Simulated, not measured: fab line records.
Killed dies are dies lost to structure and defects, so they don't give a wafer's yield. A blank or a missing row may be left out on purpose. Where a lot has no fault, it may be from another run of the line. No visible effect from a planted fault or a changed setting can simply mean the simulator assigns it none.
Which tool was responsible? | flow sfq-line | 41 wafers sampled from 14 lots at 1 step of a route of 325

## WHAT THE GAUGES READ, wafer by wafer
No reading from a measuring or inspecting step in the record can be judged against a usual standard deviation.

## WHICH TOOL RAN EACH LOT (tool, then ch and the chambers of the sampled wafers, then the start)
lot  | SFQ_TRILAYER_I4_VIA_BARC_OPEN_VIA_ETCH_146
L660 | rie-diel-02 ch 1,2,3, day 46 14:07
L661 | rie-diel-03 ch 2,3, day 47 03:19
L663 | rie-diel-02 ch 1,2,3, day 47 10:31
L664 | rie-diel-03 ch 1,3, day 47 12:55
L665 | rie-diel-04 ch 0,1,2, day 49 10:28
L666 | rie-diel-03 ch 0,1,2, day 51 14:19
L667 | rie-diel-03 ch 1,2, day 51 22:43
L668 | rie-diel-02 ch 0,3, day 52 10:43
L669 | rie-diel-03 ch 0,2,3, day 52 20:43
L670 | rie-diel-04 ch 0,1,2, day 53 02:43
L671 | rie-diel-04 ch 1,2,3, day 53 07:31
L672 | rie-diel-03 ch 0,1,2, day 53 12:19
L679 | rie-diel-03 ch 1,2,3, day 55 11:07
L681 | rie-diel-03 ch 0,1, day 56 03:42
- SFQ_TRILAYER_I4_VIA_BARC_OPEN_VIA_ETCH_146: etches BARC in O2, target depth 125 nm, time 41.7 s.

## AS READ BY THE TOOLS THEMSELVES (means over the sampled wafers that have a number; for cases with no such wafer, the mark the record gives instead)
SFQ_TRILAYER_I4_VIA_BARC_OPEN_VIA_ETCH_146.
lot  | tool        | drypump-motor-current-A (A) | oes-product-au (a.u.) | run-length-s (s)
L660 | rie-diel-02 | 5.3                         | 0.685                 | 70.3
L661 | rie-diel-03 | 5.6                         | 0.680                 | 70.1
L663 | rie-diel-02 | 5.3                         | 0.685                 | 70.5
L664 | rie-diel-03 | 5.6                         | 0.683                 | 70.2
L665 | rie-diel-04 | 5.6                         | 0.688                 | 70.0
L666 | rie-diel-03 | 5.7                         | 0.685                 | 69.8
L667 | rie-diel-03 | 5.5                         | 0.685                 | 69.7
L668 | rie-diel-02 | 5.7                         | 0.684                 | 69.8
L669 | rie-diel-03 | 5.8                         | 0.686                 | 70.1
L670 | rie-diel-04 | 5.5                         | 0.690                 | 70.4
L671 | rie-diel-04 | 5.3                         | 0.684                 | 69.9
L672 | rie-diel-03 | 5.7                         | 0.686                 | 69.9
L679 | rie-diel-03 | 5.6                         | 0.732                 | 67.3
L681 | rie-diel-03 | 5.9                         | 0.757                 | 65.3

## THE ANSWER, worked out from the rows above alone
Rule: usual is defined by the lots themselves. Put in order of their means at a reading, lots are off if they are a third of the lots or fewer, leave a main group of 4 or more, and stand apart from it by a gap of 3 or more times the standard deviation of the main group's means; of several such gaps the widest counts. A main group is skipped when, at the precision printed for the reading in the tables above, its means are all equal. Also off: a lot with no number at a reading for which 4 or more lots have one. The other lots that the step has rows for count as sound. The gauges are gone through in route order, then the tools' own readings, and for those a lot's mean is taken as printed above. The first step at which some lot is off is used, and at that step the reading that is off furthest; a lot without a number counts as furthest.
Off: L679, L681, at SFQ_TRILAYER_I4_VIA_BARC_OPEN_VIA_ETCH_146 (oes-product-au). Main group: mean 0.685 a.u., sd 0.0024.
A tool fits if, at that step or a process step before it, it ran every lot that is off, and no sound lot after the first of them. One fits: rie-diel-03 at SFQ_TRILAYER_I4_VIA_BARC_OPEN_VIA_ETCH_146. Its last sound lot is L672 (day 53 12:19), its first lot that is off L679 (day 55 11:07): a fault that began between those two fits.
The tool's own readings at SFQ_TRILAYER_I4_VIA_BARC_OPEN_VIA_ETCH_146 bear it out: on the lots that are off they differ by more than 5 times the standard deviation of the sound lots' means. oes-product-au reads 0.744 a.u. there against 0.685 a.u. on the sound lots; run-length-s reads 66.3 s there against 70.1 s on the sound lots.

## WHAT THE SIMULATOR PUT IN
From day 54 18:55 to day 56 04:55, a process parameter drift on rie-diel-03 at SFQ_TRILAYER_I4_VIA_BARC_OPEN_VIA_ETCH_146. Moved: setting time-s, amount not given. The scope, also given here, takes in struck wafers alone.
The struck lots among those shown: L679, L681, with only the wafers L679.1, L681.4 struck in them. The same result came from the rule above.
